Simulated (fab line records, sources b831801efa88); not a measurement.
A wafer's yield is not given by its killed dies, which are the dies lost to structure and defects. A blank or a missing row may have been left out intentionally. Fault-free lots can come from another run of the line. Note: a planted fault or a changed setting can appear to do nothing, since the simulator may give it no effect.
Matching of chambers	flow sfq line	SFQ_TRILAYER_I7_CMP_CMP_184 on cmp-01: 4 sister chambers
The step polishes SiO2. 14 wafers are shown with their chamber, then 7 later ones without.

== WAFERS, EACH WITH ITS CHAMBER ==
wafer	chamber	time to endpoint s (s)	motor current A (A)	platen rpm (rpm)
L558.3	1	198	9.4	60.05
L558.2	3	208	9.2	60.02
L558.5	1	209	9.4	60.06
L559.4	1	205	9.4	59.98
L559.2	3	209	9.4	59.97
L559.6	1	210	10.0	59.98
L561.1	0	212	9.1	60.06
L561.2	1	199	9.3	59.99
L561.6	3	212	9.4	60.05
L562.1	1	199	10.1	60.01
L562.5	0	208	9.2	60.06
L564.2	0	215	9.5	60.00
L564.5	2	228	10.0	60.00
L565.1	3	196	9.8	60.07

SIGNATURES (means of the wafers above)
reading	chamber 0	chamber 1	chamber 2	chamber 3	scatter within a chamber
time to endpoint s	211.67	203.33	228.00	206.25	5.65
motor current A	9.267	9.600	10.000	9.450	0.299
platen rpm	60.0400	60.0117	60.0000	60.0275	0.0379
Rule: for a wafer and a chamber, the distance is found by dividing, reading by reading, the gap between the wafer's reading and the chamber's mean by the reading's scatter, squaring, summing and taking the root. The wafer belongs to the nearest chamber; if the next one is less than 2 further off, it can't be placed. The scatter: take each reading less its chamber's mean, square it, sum over the shown wafers, divide by the number of wafers less the number of chambers, and take the root.

== WAFERS MISSING THEIR CHAMBER ==
wafer	time to endpoint s (s)	motor current A (A)	platen rpm (rpm)
L566.5	219	9.5	60.00
L578.2	197	9.5	60.00
L578.3	207	9.5	59.98
L578.5	221	9.8	60.00
L580.4	232	9.8	60.00
L580.5	211	9.4	59.99
L580.6	225	9.4	60.00

== THE CHAMBER EACH PASSED THROUGH ==
wafer	from the rows above	in truth
L566.5	can't be placed: 0 or 2 or 3 or 1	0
L578.2	can't be placed: 1 or 3 or 0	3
L578.3	can't be placed: 1 or 3 or 0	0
L578.5	can't be placed: 2 or 0 or 3 or 1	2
L580.4	2	2
L580.5	can't be placed: 3 or 0 or 1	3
L580.6	can't be placed: 2 or 0 or 3 or 1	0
Correctly placed: 1 of 7. Unplaceable from these rows: 6, with the true chamber sitting among the candidates in 6. Number placed wrongly: 0.
